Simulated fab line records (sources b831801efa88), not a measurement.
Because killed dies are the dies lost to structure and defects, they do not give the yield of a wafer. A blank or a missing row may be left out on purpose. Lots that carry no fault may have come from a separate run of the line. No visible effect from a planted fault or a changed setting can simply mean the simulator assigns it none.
fab line records | flow sky130
[record] lots = 14 wafers = 42 last_day = 50
route steps=708 shown FIELD_ISO@24 PWDE@51 NWELL@76 VT_ADJUST_HVTP@93 PAD_OPEN@708
lots that met no fault: taken from a fault-free run of the same line
start_h: the number of hours between the record's first day and the start of the first shown wafer of the lot | wait_h: hours since the lot's step before | " unchanged from the row above | L1.1+2: a row that stands for several wafers | - no value, or no start was given | * or withheld: withheld | < > ~ a bound
route shown NAME@n: a module of which the file shows steps, and the number in the route of the first | usual: the fault-free wafers' mean and standard deviation | same: alike in all rows | chamber/n: place in a boat | sites: readings site by site | _std_site: standard deviation of those values | _edge_site: inner sites' mean taken away from outer sites' mean | radius_mm: for every site, how far away it sits from the centre of the wafer | mask NAME#n: copy n | behind: tool/chamber where the wafer was last shaped | hold: why the lot went on hold/how many hours it stayed there/how the hold came to an end | device: transistor that didn't switch, given as n, p or np | end of line: tests run on the same wafers once the route is complete | a step with no rows: only its recipe | killed: dies lost to structure and defects at the first sort, not the wafer's yield | map: dies across one wafer; x = killed, . = not, _ = none there
set.NAME: the setting the step ran with; set.NAME@STEP: the setting that earlier step ran with | model.NAME: the simulator's own value behind a step, which no gauge read
a sample of lots followed through the steps of the route, with each step as a table and each wafer as a row
services: from which hour (start_h, from the record's first day; less than 0 if before it) a tool's chamber was out of use, for how many hours, and why
[[steps]]
[step SKY_FIELD_ISO_THK_MEAS_23]
[recipe] reads = SiO2_of_FIELD_ISO_OXIDATION_22
[usual] FIELD_ISO_OXIDATION_01_THK = 10.06/0.18
// columns lot.wafer tool chamber start_h wait_h FIELD_ISO_OXIDATION_01_THK[nm]
L346.3 film_metro-03 - 30.12 0.0 10.07
L346.4 " - " " 9.95
L346.5 " - " " 9.83
L348.1 film_metro-04 - 43.78 0.0 9.77
L348.2 " - " " 9.88
L348.3 " - " " 9.82
L349.2 film_metro-03 - 48.08 0.0 10.06
L349.4 " - " " 9.88
L349.5 " - " " 10.11
L351.4 film_metro-04 - 58.14 0.0 10.31
L351.5 " - " " 10.30
L351.6 " - " " 10.44
L352.2 film_metro-03 - 64.87 0.0 10.24
L352.5 " - " " 10.25
L352.6 " - " " 10.30
L354.3 film_metro-02 - 73.70 0.0 10.10
L354.5 " - " " 10.13
L354.6 " - " " 10.18
L361.3 film_metro-02 - 108.66 0.0 10.02
L361.5 " - " " 10.07
L361.6 " - " " 10.11
L363.1 film_metro-02 - 119.19 0.0 10.40
L363.2 " - " " 10.26
L363.6 " - " " 10.46
L364.1 film_metro-02 - 124.34 0.0 10.04
L364.4 " - " " 10.37
L364.6 " - " " 10.15
L365.2 film_metro-03 - 130.91 0.0 9.82
L365.4 " - " " 9.97
L365.6 " - " " 9.98
L366.2 film_metro-03 - 135.10 0.0 9.93
L366.5 " - " " 9.91
L366.6 " - " " 9.91
L367.2 film_metro-02 - 140.81 0.0 10.02
L367.5 " - " " 9.97
L367.6 " - " " 9.86
L368.1 film_metro-03 - 144.65 0.0 10.08
L368.2 " - " " 10.23
L368.6 " - " " 10.10
L369.1 film_metro-04 - 151.96 0.0 10.01
L369.5 " - " " 10.02
L369.6 " - " " 9.91
[step SKY_PWDE_DEVELOP_06]
[recipe] wall_angle_deg = 90 developer = TMAH develop_time_s = 60 dev_temp_c = 23
[usual] developer_temp_C = 23.01/0.11 exhaust_pa = 45.1/0.9
[same] develop_time_s = 60
// columns lot.wafer tool chamber start_h wait_h developer_temp_C exhaust_pa
L346.3 litho_track-02 0 65 - 23.09 45.4
L346.4 " 0 " " 22.92 45.9
L346.5 " 0 " " 22.84 46.2
L348.1 litho_track-04 0 83 - 23.23 45.7
L348.2 " 0 " " 23.07 44.5
L348.3 " 0 " " 22.99 45.2
L349.2 litho_track-04 0 90 - 22.97 45.0
L349.4 " 0 " " 22.99 44.6
L349.5 " 0 " " 22.89 44.4
L351.4 litho_track-02 0 97 - 23.09 44.6
L351.5 " 0 " " 23.00 45.6
L351.6 " 0 " " 23.10 45.9
L352.2 litho_track-04 0 104 - 23.85 45.6
L352.5 " 0 " " 23.70 46.1
L352.6 " 0 " " 23.87 46.2
L354.3 litho_track-04 0 113 - 23.79 45.9
L354.5 " 0 " " 23.91 45.4
L354.6 " 0 " " 23.86 45.0
L361.3 litho_track-02 0 151 - 22.94 45.1
L361.5 " 0 " " 23.15 45.5
L361.6 " 0 " " 22.97 46.5
L363.1 litho_track-02 0 162 - 23.03 44.8
L363.2 " 0 " " 22.97 43.9
L363.6 " 0 " " 22.97 42.3
L364.1 litho_track-02 0 168 - 23.25 45.6
L364.4 " 0 " " 23.10 44.4
L364.6 " 0 " " 23.13 46.2
L365.2 litho_track-01 0 175 - 23.10 46.6
L365.4 " 0 " " 23.11 45.8
L365.6 " 0 " " 23.05 45.4
L366.2 litho_track-01 0 180 - 23.00 45.5
L366.5 " 0 " " 22.96 46.5
L366.6 " 0 " " 23.08 44.8
L367.2 litho_track-01 0 185 - 23.06 44.2
L367.5 " 0 " " 23.13 44.3
L367.6 " 0 " " 22.93 44.0
L368.1 litho_track-02 0 191 - 22.91 44.3
L368.2 " 0 " " 22.91 45.0
L368.6 " 0 " " 23.05 45.8
L369.1 litho_track-04 0 199 - 23.00 45.7
L369.5 " 0 " " 22.99 45.1
L369.6 " 0 " " 23.04 43.7
[step SKY_NWELL_OVL_MEAS_23]
[usual] NWELL_01_OVL = 0.6/1.4
// columns lot.wafer tool chamber start_h wait_h NWELL_01_OVL[nm]
L346.3 overlay-02 - 101.38 - 0.3
L346.4 " - " " 1.4
L346.5 " - " " 0.5
L348.1 overlay-02 - 120.47 - 3.2
L348.2 " - " " 2.2
L348.3 " - " " 1.4
L349.2 overlay-01 - 128.54 - 0.8
L349.4 " - " " -0.1
L349.5 " - " " -0.6
L351.4 overlay-01 - 135.45 - -2.5
L351.5 " - " " -0.7
L351.6 " - " " 0.5
L352.2 overlay-01 - 141.92 - -0.3
L352.5 " - " " -1.6
L352.6 " - " " -1.2
L354.3 overlay-01 - 152.55 - -0.4
L354.5 " - " " 0.1
L354.6 " - " " 0.1
L361.3 overlay-01 - 193.23 - 2.4
L361.5 " - " " 2.6
L361.6 " - " " 2.0
L363.1 overlay-01 - 205.00 - 3.2
L363.2 " - " " 2.3
L363.6 " - " " -0.4
L364.1 overlay-02 - 212.25 - 0.5
L364.4 " - " " 2.4
L364.6 " - " " 1.4
L365.2 overlay-02 - 219.47 - 1.1
L365.4 " - " " -0.5
L365.6 " - " " -0.2
L366.2 overlay-02 - 223.81 - -0.3
L366.5 " - " " 0.4
L366.6 " - " " 1.7
L367.2 overlay-01 - 230.24 - 0.7
L367.5 " - " " 1.4
L367.6 " - " " 0.7
L368.1 overlay-01 - 236.01 - 2.4
L368.2 " - " " 1.5
L368.6 " - " " 1.1
L369.1 overlay-02 - 245.15 - -1.6
L369.5 " - " " -1.9
L369.6 " - " " -1.8
[step SKY_VT_ADJUST_HVTP_OVL_MEAS_08]
[usual] VT_ADJUST_HVTP_OVL = 0.5/1.4
// columns lot.wafer tool chamber start_h wait_h VT_ADJUST_HVTP_OVL[nm]
L346.3 overlay-01 - 120.73 0.1 0.9
L346.4 " - " " 1.0
L346.5 " - " " 0.0
L348.1 overlay-02 - 140.23 0.1 -1.7
L348.2 " - " " -1.0
L348.3 " - " " 1.3
L349.2 overlay-01 - 149.03 0.1 0.2
L349.4 " - " " -0.7
L349.5 " - " " -2.1
L351.4 overlay-02 - 155.25 0.1 2.9
L351.5 " - " " 2.0
L351.6 " - " " 3.5
L352.2 overlay-01 - 162.39 0.1 -1.3
L352.5 " - " " -0.7
L352.6 " - " " 0.1
L354.3 overlay-01 - 173.38 0.1 1.4
L354.5 " - " " 0.9
L354.6 " - " " 0.7
L361.3 overlay-01 - 215.80 0.1 1.5
L361.5 " - " " -1.5
L361.6 " - " " 0.4
L363.1 overlay-02 - 228.67 0.1 2.4
L363.2 " - " " 3.6
L363.6 " - " " 2.3
L364.1 overlay-01 - 235.12 0.1 0.1
L364.4 " - " " -0.2
L364.6 " - " " -3.1
L365.2 overlay-01 - 242.59 0.1 -0.6
L365.4 " - " " -0.5
L365.6 " - " " 1.2
L366.2 overlay-02 - 247.04 0.1 -1.1
L366.5 " - " " 0.5
L366.6 " - " " 0.5
L367.2 overlay-01 - 253.36 0.1 -2.4
L367.5 " - " " -0.6
L367.6 " - " " -0.7
L368.1 overlay-01 - 260.18 0.1 0.0
L368.2 " - " " 0.8
L368.6 " - " " 2.3
L369.1 overlay-01 - 269.58 0.1 0.3
L369.5 " - " " 0.3
L369.6 " - " " 3.0
[step SKY_PAD_OPEN_PROBE_99]
[usual] killed_at_M0_to_M3 = 43/6.9 killed_at_M4_up = 3.1/1.8 killed_at_contacts = 24/5.1 killed_at_front_end = 15/4.8 killed_at_other = 0.3/0.48 killed_dies = 86/8.9 killed_open = 47/6.8 killed_short = 39/6.3
[same] gross_dies = 492 killed_at_back_side = 0
// columns lot.wafer tool chamber start_h wait_h killed_at_M0_to_M3 killed_at_M4_up killed_at_contacts killed_at_front_end killed_at_other killed_dies killed_open killed_short
L352.2 prober-02 - 1114.83 0.1 49 3 20 14 1 87 48 39
L352.5 prober-02 - 1114.98 0.2 45 3 26 11 0 85 50 33
L352.6 prober-02 - 1115.03 0.2 45 4 30 24 0 103 58 45
// killed by level:class
L352.2 VIA2:geometric_particle:open=14 VIA3:geometric_particle:open=9 VIA1:geometric_particle:open=8 LI_CONTACT:geometric_particle:open=5 FIELD_ISO:geometric_particle:open=4 POLY_GATE:geometric_particle:short=4 CONTACT:geometric_particle:open=4 CONTACT:geometric_particle:short=4
L352.5 VIA1:geometric_particle:open=17 CONTACT:geometric_particle:open=8 METAL2:geometric_particle:short=6 VIA2:geometric_particle:open=6 VIA3:geometric_particle:open=6 LOCAL_INTERCONNECT:geometric_particle:short=5 FIELD_ISO:geometric_particle:short=4 POLY_GATE:geometric_particle:open=4
L352.6 VIA1:geometric_particle:open=11 LI_CONTACT:geometric_particle:open=9 CONTACT:geometric_particle:open=9 FIELD_ISO:geometric_particle:open=8 LOCAL_INTERCONNECT:geometric_particle:short=8 VIA2:geometric_particle:open=7 POLY_GATE:geometric_particle:short=6 VIA1:geometric_particle:short=5
[[services]]
// columns tool chamber start_h hours kind
litho_track-04 - 80.10 - consumable_replace:filter
[[key]]
[first_sign] step = SKY_PWDE_DEVELOP_06 reading = developer_temp_C direction = up sigmas = 7.7 usual = * struck = *
effect none on later readings
met_at SKY_PWDE_DEVELOP_06
struck_lots L352,L354
tester_left_out L352,L354
not_acting_at SKY_FIELD_ISO_THK_MEAS_23,SKY_NWELL_OVL_MEAS_23,SKY_VT_ADJUST_HVTP_OVL_MEAS_08
onset_between 90 104
[fault] kind = process_parameter_drift tool = litho_track-04 chamber = - onset_h = 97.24 steps = SKY_PWDE_DEVELOP_06 channel = dev_temp_c offset = * shape = step end_h = 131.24 acts_in = * stated = *
// tester_left_out: of these lots the tester's yield and bins aren't shown, on N5 and GAA mostly nor the transistor test; their killed dies are dies lost to structure and defects alone, not to doping, threshold or leakage, so they don't give the yield
